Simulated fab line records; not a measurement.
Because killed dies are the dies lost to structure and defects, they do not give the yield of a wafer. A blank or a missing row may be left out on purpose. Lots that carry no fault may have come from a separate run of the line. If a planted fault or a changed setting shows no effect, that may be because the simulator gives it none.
Split-lot trial :: flow sky130 :: 23 wafers read across 5 lots, on a route 708 steps long

THE SPLIT
At SKY_METAL2_SPUTTER_02 (material AlCu, target thk 250 nm, time 13.3 s), the setting power_w was moved away from the recipe's 10600 W on 4 of the 23 wafers read, by -3.0% to +11.2%. For the rest of the wafers, this setting stayed at what the recipe calls for.

FROM THE SPLIT TO THE READING: what the file shows between them, 3 steps
- SKY_METAL2_SPUTTER_03: material Ti, target thk 5 nm, time 3.3 s
- SKY_METAL2_SPUTTER_04: material TiN, target thk 70 nm, time 58.3 s
- SKY_METAL2_RS_MEAS_05: measures by four-point-probe

THE READING
METAL2_ALCU_THK, in nm, at SKY_METAL2_THK_MEAS_06 (measures by xrf). Fault-free wafers of this fab line usually give 248 nm, standard deviation 4.6 nm.

wafer: L074.1
tool, chamber at the split: pvd_sputter-04, -
power_w as run, W: 10600
against the recipe: recipe
METAL2_ALCU_THK, nm: 247
against lot-mates on the recipe: -

wafer: L074.2
tool, chamber at the split: pvd_sputter-04, -
power_w as run, W: 10600
against the recipe: recipe
METAL2_ALCU_THK, nm: 246
against lot-mates on the recipe: -

wafer: L074.3
tool, chamber at the split: pvd_sputter-04, -
power_w as run, W: 10600
against the recipe: recipe
METAL2_ALCU_THK, nm: 245
against lot-mates on the recipe: -

wafer: L074.4
tool, chamber at the split: pvd_sputter-04, -
power_w as run, W: 10600
against the recipe: recipe
METAL2_ALCU_THK, nm: 240
against lot-mates on the recipe: -

wafer: L074.5
tool, chamber at the split: pvd_sputter-04, -
power_w as run, W: 10600
against the recipe: recipe
METAL2_ALCU_THK, nm: 242
against lot-mates on the recipe: -

wafer: L076.1
tool, chamber at the split: pvd_sputter-02, -
power_w as run, W: 10600
against the recipe: recipe
METAL2_ALCU_THK, nm: 244
against lot-mates on the recipe: -

wafer: L076.2
tool, chamber at the split: pvd_sputter-02, -
power_w as run, W: 10600
against the recipe: recipe
METAL2_ALCU_THK, nm: 241
against lot-mates on the recipe: -

wafer: L076.3
tool, chamber at the split: pvd_sputter-02, -
power_w as run, W: 10600
against the recipe: recipe
METAL2_ALCU_THK, nm: 243
against lot-mates on the recipe: -

wafer: L076.5
tool, chamber at the split: pvd_sputter-02, -
power_w as run, W: 10600
against the recipe: recipe
METAL2_ALCU_THK, nm: 242
against lot-mates on the recipe: -

wafer: L076.6
tool, chamber at the split: pvd_sputter-02, -
power_w as run, W: 10600
against the recipe: recipe
METAL2_ALCU_THK, nm: 245
against lot-mates on the recipe: -

wafer: L081.1
tool, chamber at the split: pvd_sputter-02, -
power_w as run, W: 10600
against the recipe: recipe
METAL2_ALCU_THK, nm: 253
against lot-mates on the recipe: -

wafer: L081.2
tool, chamber at the split: pvd_sputter-02, -
power_w as run, W: 10600
against the recipe: recipe
METAL2_ALCU_THK, nm: 256
against lot-mates on the recipe: -

wafer: L081.3
tool, chamber at the split: pvd_sputter-02, -
power_w as run, W: 10280
against the recipe: -3.0%
METAL2_ALCU_THK, nm: 250
against lot-mates on the recipe: -4

wafer: L081.5
tool, chamber at the split: pvd_sputter-02, -
power_w as run, W: 10600
against the recipe: recipe
METAL2_ALCU_THK, nm: 254
against lot-mates on the recipe: -

wafer: L081.6
tool, chamber at the split: pvd_sputter-02, -
power_w as run, W: 10280
against the recipe: -3.0%
METAL2_ALCU_THK, nm: 252
against lot-mates on the recipe: -2

wafer: L083.2
tool, chamber at the split: pvd_sputter-04, -
power_w as run, W: 10600
against the recipe: recipe
METAL2_ALCU_THK, nm: 250
against lot-mates on the recipe: -

wafer: L083.3
tool, chamber at the split: pvd_sputter-04, -
power_w as run, W: 11790
against the recipe: +11.2%
METAL2_ALCU_THK, nm: 269
against lot-mates on the recipe: +19

wafer: L083.4
tool, chamber at the split: pvd_sputter-04, -
power_w as run, W: 10600
against the recipe: recipe
METAL2_ALCU_THK, nm: 248
against lot-mates on the recipe: -

wafer: L083.5
tool, chamber at the split: pvd_sputter-04, -
power_w as run, W: 11790
against the recipe: +11.2%
METAL2_ALCU_THK, nm: 272
against lot-mates on the recipe: +22

wafer: L083.6
tool, chamber at the split: pvd_sputter-04, -
power_w as run, W: 10600
against the recipe: recipe
METAL2_ALCU_THK, nm: 252
against lot-mates on the recipe: -

wafer: L084.1
tool, chamber at the split: pvd_sputter-01, -
power_w as run, W: 10600
against the recipe: recipe
METAL2_ALCU_THK, nm: 253
against lot-mates on the recipe: -

wafer: L084.2
tool, chamber at the split: pvd_sputter-01, -
power_w as run, W: 10600
against the recipe: recipe
METAL2_ALCU_THK, nm: 255
against lot-mates on the recipe: -

wafer: L084.5
tool, chamber at the split: pvd_sputter-01, -
power_w as run, W: 10600
against the recipe: recipe
METAL2_ALCU_THK, nm: 255
against lot-mates on the recipe: -

THE FIT
A straight line over all 23 wafers: METAL2_ALCU_THK changes by +1.75 nm for each +1% of power_w; r = +0.74; the points scatter about the line by 5.6 nm.
The same after taking each lot's own level away (the mean of its wafers on the recipe; 23 wafers): +1.76 nm for each +1%; r = +0.96; scatter 1.9 nm.
Per that fit: largest power_w move, reading shift of 20 nm.
The span of the lots' own levels, 243.0 to 254.3 nm, comes to 2.5 times the standard deviation stated above.
So the lot-to-lot level blurs the effect unless lot-mates are compared.
Check: with one of the wafers moved furthest among these (+11.2%) left out of the fit, the line predicts +20.9 nm for it against its lot-mates. It came out at +19 nm against them.

THESE WAFERS: OTHER SPLITS
These wafers also went through other splits before the reading. Each is held against what the fit with the lots' levels taken away leaves over:
other split on the same wafers: SKY_CONTACT_HDPCVD_02 sih4_flow_sccm
wafers away from the commonest value: 9
r with METAL2_ALCU_THK (lot level and that fit taken away): +0.07

other split on the same wafers: SKY_CONTACT_SPUTTER_23 time_s
wafers away from the commonest value: 7
r with METAL2_ALCU_THK (lot level and that fit taken away): -0.04

other split on the same wafers: SKY_METAL1_SPUTTER_00 time_s
wafers away from the commonest value: 10
r with METAL2_ALCU_THK (lot level and that fit taken away): +0.22

other split on the same wafers: SKY_VIA1_CMP_02 leave_above_ref_nm
wafers away from the commonest value: 7
r with METAL2_ALCU_THK (lot level and that fit taken away): +0.14

other split on the same wafers: SKY_VIA1_SPUTTER_20 chamber_pressure_pa
wafers away from the commonest value: 15
r with METAL2_ALCU_THK (lot level and that fit taken away): -0.11

THE WHOLE CHAIN: every reading that the file lists as answering this split, in the file's order
step: SKY_METAL2_SPUTTER_02
what it does: material AlCu, target thk 250 nm, time 13.3 s
reading: AlCu_of_METAL2_SPUTTER_02.thk_nm (the simulator's own value, which no gauge read)
change (the file's fit): +1.88 nm for each +1% of the setting
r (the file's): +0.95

step: SKY_METAL2_RS_MEAS_05
what it does: measures by four-point-probe
reading: METAL2_ALCU_RS
change (the file's fit): -0.000885 for each +1% of the setting
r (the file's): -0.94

step: SKY_METAL2_THK_MEAS_06
what it does: measures by xrf
reading: METAL2_ALCU_THK
change (the file's fit): +1.82 for each +1% of the setting
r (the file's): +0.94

THE FILE'S OWN FIT
METAL2_ALCU_THK changes by +1.82 nm for each +1% of power_w, r = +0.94.
